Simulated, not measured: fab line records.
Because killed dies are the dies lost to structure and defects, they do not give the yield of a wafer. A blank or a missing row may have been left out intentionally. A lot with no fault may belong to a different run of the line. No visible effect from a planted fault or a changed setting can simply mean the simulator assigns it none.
Matching of chambers -- flow sky130 -- cmp-01 running SKY_VIA1_CMP_02: 4 sister chambers
The step polishes SiO2. 22 wafers are shown with their chamber, then 11 later ones without.

## WAFERS WITH THEIR CHAMBER
wafer,chamber,slurry_filter_dp_kPa (kPa),retaining_ring_pressure_frac,motor_current_A (A)
L074.1,0,13.52,0.994,12.2
L074.3,2,13.46,1.002,11.3
L074.4,1,13.48,1.002,12.1
L075.4,3,13.85,0.993,11.1
L075.5,1,13.73,1.003,11.3
L075.6,2,13.43,1.001,11.7
L078.2,0,13.38,0.994,11.0
L078.3,1,13.55,0.997,11.3
L078.4,3,13.64,0.993,11.6
L081.3,3,13.54,1.005,12.1
L081.4,0,13.58,1.007,11.4
L081.6,0,13.41,1.000,11.9
L082.4,3,13.74,1.003,12.4
L082.5,3,13.34,1.004,11.8
L082.6,0,13.29,0.992,11.8
L086.3,2,13.67,1.001,11.4
L086.4,0,13.39,0.999,11.7
L086.6,2,13.47,1.002,11.5
L088.2,3,13.62,0.999,11.5
L088.4,0,13.45,1.003,11.7
L088.6,0,13.48,0.998,11.6
L089.2,0,13.53,0.994,11.9

SIGNATURES, as means of the wafers listed above
reading,chamber 0,chamber 1,chamber 2,chamber 3,scatter within a chamber
slurry_filter_dp_kPa,13.4478,13.5867,13.5075,13.6217,0.126
retaining_ring_pressure_frac,0.99789,1.00067,1.00150,0.99950,0.0045
motor_current_A,11.689,11.567,11.475,11.750,0.373
Rule: a wafer's distance from a chamber is the root of the sum, over the readings, of the square of ((its reading less the chamber's mean) divided by the reading's scatter). If the next closest chamber is less than 2 further off than the closest, the wafer can't be placed; otherwise it belongs to the closest. The scatter is the square root of a quotient: the sum, over the shown wafers, of each reading's squared deviation from its chamber's mean, divided by wafers minus chambers.

## WAFERS WHOSE CHAMBER IS MISSING
wafer,slurry_filter_dp_kPa (kPa),retaining_ring_pressure_frac,motor_current_A (A)
L089.3,13.56,1.006,11.0
L089.5,13.76,0.995,12.0
L091.1,13.37,1.003,11.4
L091.3,13.46,1.002,11.0
L091.6,13.55,1.005,11.7
L094.1,13.51,1.008,11.3
L094.4,13.44,1.005,11.1
L094.6,13.75,1.001,11.6
L095.2,13.46,1.002,11.3
L095.5,13.53,0.998,11.6
L095.6,13.62,0.998,12.4

## THE CHAMBER EACH PASSED THROUGH
wafer,from the rows above,in truth
L089.3,can't be placed: 2 or 1 or 3 or 0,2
L089.5,can't be placed: 3 or 1 or 0 or 2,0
L091.1,can't be placed: 2 or 0 or 1 or 3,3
L091.3,can't be placed: 2 or 1 or 0 or 3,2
L091.6,can't be placed: 2 or 1 or 3 or 0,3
L094.1,can't be placed: 2 or 1 or 3 or 0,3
L094.4,can't be placed: 2 or 1 or 0 or 3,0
L094.6,can't be placed: 3 or 1 or 2 or 0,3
L095.2,can't be placed: 2 or 1 or 0 or 3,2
L095.5,can't be placed: 0 or 1 or 2 or 3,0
L095.6,can't be placed: 3 or 1 or 0 or 2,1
Correctly placed: 0 of 11. From these rows, 11 cannot be placed; in 11 the true chamber is one of the candidates. 0 placed wrongly.
